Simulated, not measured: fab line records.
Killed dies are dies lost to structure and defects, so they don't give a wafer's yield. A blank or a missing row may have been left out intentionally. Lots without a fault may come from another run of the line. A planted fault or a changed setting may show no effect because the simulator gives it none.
One fault through the eyes of 2 desks    flow sky130    every desk sees just its own numbers, and what lay behind them comes last

== AT THE METROLOGY DESK ==
What the gauges read, lot by lot, whatever tool the lot ran on: means of the sampled wafers that have a number. If a lot's mean is further than 4 standard deviations from the usual mean, the lot is out of limits and carries the mark OUT (the distance appears in the brackets).
Columns: A = CAP2M_TIN_RS at SKY_CAP2M_RS_MEAS_03, usual 6.93 ohm/sq
lot   first seen here  A
L180  day 40 04:52     6.93
L181  day 40 10:55     7.00
L185  day 41 13:13     6.83
L186  day 42 00:56     6.93
L187  day 42 10:33     6.77
L188  day 42 16:08     6.99
L189  day 43 06:48     6.98
L191  day 43 16:40     6.89
L192  day 43 17:31     7.04
L193  day 44 00:11     6.93
L198  day 45 07:52     6.87
L200  day 45 13:11     6.88
L199  day 45 16:10     6.85
This desk's finding: nothing out of limits on any of the 13 lots.

== AT THE TOOL OWNER'S DESK: rie diel-02 ==
The tool's own readings at SKY_CONTACT_ETCH_18 (etches Si3N4 in CHF3/O2, stops on TiN, time 39 s, target depth 75 nm): means of the sampled wafers that have a number, for each lot that ran on this tool. If a lot's mean is further than 4 standard deviations from the usual mean, the lot is out of limits and carries the mark OUT (the distance appears in the brackets).
Columns: A = O2_flow_sccm at SKY_CONTACT_ETCH_18, usual 5.000 sccm; B = chamber pressure mTorr at SKY_CONTACT_ETCH_18, usual 40.00 mTorr; C = drypump motor current A at SKY_CONTACT_ETCH_18, usual 5.7 A; D = oes product au at SKY_CONTACT_ETCH_18, usual 0.857 a.u.; E = throttle valve pct at SKY_CONTACT_ETCH_18, usual 8.794 %
lot   first seen here  A      B      C    D      E
L187  day 34 11:00     5.016  40.01  5.7  0.861  8.800
L191  day 35 22:00     5.018  39.99  5.8  0.861  8.793
L192  day 36 00:00     5.001  39.94  5.7  0.852  8.785
L193  day 36 06:00     4.994  40.00  5.4  0.853  8.789
L198  day 37 17:00     5.005  40.02  5.8  0.858  8.790
L200  day 38 03:00     4.987  40.02  6.0  0.860  8.795
L199  day 38 05:00     4.985  40.00  5.7  0.856  8.805
This desk's finding: nothing out of limits on any of the 7 lots.

== ALL TOGETHER ==
At the metrology desk, nothing out of limits was observed.
The tool owner's desk saw nothing out of limits.

== WHAT THE SIMULATOR PUT IN ==
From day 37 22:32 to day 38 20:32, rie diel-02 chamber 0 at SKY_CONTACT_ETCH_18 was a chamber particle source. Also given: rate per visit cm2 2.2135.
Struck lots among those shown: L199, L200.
